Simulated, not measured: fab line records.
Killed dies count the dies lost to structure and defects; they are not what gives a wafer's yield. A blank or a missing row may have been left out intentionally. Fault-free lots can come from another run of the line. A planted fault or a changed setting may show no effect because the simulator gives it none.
Struck lot and sound lot, side by side | flow sky130 | 37 out of 708 route steps
Sound: wafers L653.2, L653.4, L653.5. Wafers L663.2, L663.5, L663.6 were the ones struck. The cause comes at the end.
Order at every step that has rows: each side's tool, ch and its chambers, its first start. Under that, the readings that differ: sound wafers | struck wafers | difference of the means | sigmas: that difference in standard deviations of wafers without a fault.
alike: a reading whose means differ by less than 2 such deviations, as well as words and numbers matching on both sides. not compared: withheld readings; readings where some wafer has no value; bounds like >300 that might hide an equal value; numbers whose values overlap and for which the record gives no deviation.
A row with sigmas, a row that says differs or no value, or rows on one side alone: a step with any of these is where the two part. Numbers that don't overlap but have no deviation are shown without sigmas and don't part them. Lack of a reading on every wafer of one side parts them only where that side has two or more wafers.

first, 10 steps without rows for these wafers: SKY_LDD_LDN_SOFTBAKE_03 (time 60 s); SKY_LDD_LDN_EXPOSE_04 (exposes mask LDNTM, target cd 700 nm); SKY_LDD_LDN_PEB_05; SKY_LDD_LDN_DEVELOP_06 (develop time 60 s); SKY_LDD_LDN_IMPLANT_08; SKY_LDD_LDN_IMPLANT_09; SKY_LDD_LDN_IMPLANT_10; SKY_LDD_LDN_IMPLANT_11; SKY_LDD_LDN_STRIP_12 (strips in O2/N2); SKY_LDD_LDN_CLEAN_14 (cleans in SC1/SC2, time 150 s).
SKY_SPACER_CVD_00: deposits Si3N4 from DCS/NH3, target thk 43.1 nm, time 740 s.
  sound on lpcvd-02 ch 1, day 24 21:57; struck on lpcvd-02 ch 0, day 28 10:07
  reading                                  | sound             | struck            | difference | sigmas
  model.Si3N4_of_SPACER_CVD_00.thk nm (nm) | 42.97 43.31 43.35 | 33.43 33.41 33.24 | -9.85      |
  alike: spike tc lower C, spike tc top C, spike tc upper C
SKY_SPACER_THK_MEAS_01:
  sound on film metro-04, day 24 23:10; struck on film metro-01, day 28 11:20
  reading                | sound          | struck         | difference | sigmas
  SPACER_CVD_00_THK (nm) | 43.0 43.3 43.3 | 33.5 33.4 33.2 | -9.8       | -24
SKY_SPACER_ETCHBACK_02: etches Si3N4 in CH3F/O2, stops on SiO2, time 46.7 s, target depth 45 nm.
  sound on rie diel-03 ch 1,2,3, day 24 23:13; struck on rie diel-03 ch 0,1,3, day 28 11:23
  reading                  | sound             | struck            | difference | sigmas
  oes product au (a.u.)    | 0.839 0.859 0.854 | 0.742 0.743 0.749 | -0.106     | -16
  model.etch.depth nm (nm) | 42.97 43.31 43.35 | 33.43 33.41 33.24 | -9.85      |
  alike: bias w, ch3f flow sccm, drypump motor current A, throttle valve pct
  not compared: rf hours counter h
then, 22 steps without rows for these wafers: SKY_POLY_CUT_DEHYDRATE_00 (time 60 s); SKY_POLY_CUT_HMDS_01 (prime time 60 s); SKY_POLY_CUT_COAT_02 (resist thk 60 nm); SKY_POLY_CUT_COAT_03 (resist thk 450 nm); SKY_POLY_CUT_SOFTBAKE_04 (time 90 s); SKY_POLY_CUT_EXPOSE_05 (exposes mask NPCM, target cd 270 nm); SKY_POLY_CUT_PEB_06; SKY_POLY_CUT_DEVELOP_07 (develop time 60 s); SKY_POLY_CUT_ETCH_10 (etches BARC in N2/H2, stops on SiO2, time 45.9 s, target depth 60 nm); SKY_POLY_CUT_ETCH_11 (etches Si3N4 in CF4/CH2F2/Ar, stops on poly-Si, time 42.5 s, target depth 60 nm); SKY_POLY_CUT_STRIP_12 (strips in O2/N2); SKY_SD_P_DEHYDRATE_00 (time 60 s); SKY_SD_P_HMDS_01 (prime time 60 s); SKY_SD_P_COAT_02 (resist thk 1140 nm); SKY_SD_P_SOFTBAKE_03 (time 60 s); SKY_SD_P_EXPOSE_04 (exposes mask PSDM, target cd 380 nm); SKY_SD_P_PEB_05; SKY_SD_P_DEVELOP_06 (develop time 58.02 s); SKY_SD_P_IMPLANT_09; SKY_SD_P_STRIP_10 (strips in O2/N2); SKY_RES_XHIGH_DEHYDRATE_00 (time 60 s); SKY_RES_XHIGH_HMDS_01 (prime time 60 s).
-- the record jumps here: 5 days lie between the struck wafers' starts before and after (it left off in module RES_XHIGH and takes up again in module SALICIDE, whose first step shown is number 361 of the route) --
SKY_SALICIDE_CLEAN_00: cleans in HF-last, time 30 s.
  sound on wet bench-03 ch 2, day 29 20:11; struck on wet bench-02 ch 2, day 33 03:07
  reading                                  | sound          | struck            | difference | sigmas
  model.Si3N4_of_SPACER_CVD_00.thk nm (nm) | 42 42.35 42.38 | 32.47 32.45 32.27 | -9.85      |
-- the record jumps here: 16 days lie between the struck wafers' starts before and after (it left off in module SALICIDE and takes up again in module PAD_OPEN, whose first step shown is number 708 of the route) --
SKY_PAD_OPEN_PROBE_99:
  sound on prober-01, day 47 09:37; struck on prober-01, day 49 11:26
  reading                                 | sound             | struck            | difference | sigmas
  model.etest.pfet_01v8.r on ohm um       | 2860 2915 2896    | 2624 2667 2545    | -278       |
  model.etest.sonos uncharged.r on ohm um | 799.2 815.1 805.2 | 764.5 788.4 748.4 | -39.4      |
  model.etest.pfet_01v8.drive ua um       | 197.4 189.8 194.9 | 217.5 211.1 225.2 | +23.9      |
  model.etest.nfet_01v8_lvt.drive ua um   | 560.9 559.5 574.5 | 579.6 586.2 604.9 | +25.3      |
  model.etest.pfet_01v8_hvt.drive ua um   | 146.4 139.6 146.8 | 164.7 159.5 170.1 | +20.5      |
  model.etest.sram pfet latch.drive ua um | 150.1 142.8 152.6 | 165.2 159.2 177.8 | +18.9      |
  model.etest.pfet_01v8_mvt.drive ua um   | 153.5 150.9 153.1 | 162 159.7 166.7   | +10        |
  alike: killed_at_M0_to_M3, killed_at_M4_up, killed at contacts, killed at front end, killed at other, killed dies, killed open, killed short
  not compared: model.etest.nfet g5v0d10v5.r on ohm um

WHERE THEY PART
First at SKY_SPACER_THK_MEAS_01; last, within this record, at SKY_SPACER_ETCHBACK_02. Later steps at which nothing parts them and some readings are alike: SKY_PAD_OPEN_PROBE_99.

WHY: what the simulator had put in
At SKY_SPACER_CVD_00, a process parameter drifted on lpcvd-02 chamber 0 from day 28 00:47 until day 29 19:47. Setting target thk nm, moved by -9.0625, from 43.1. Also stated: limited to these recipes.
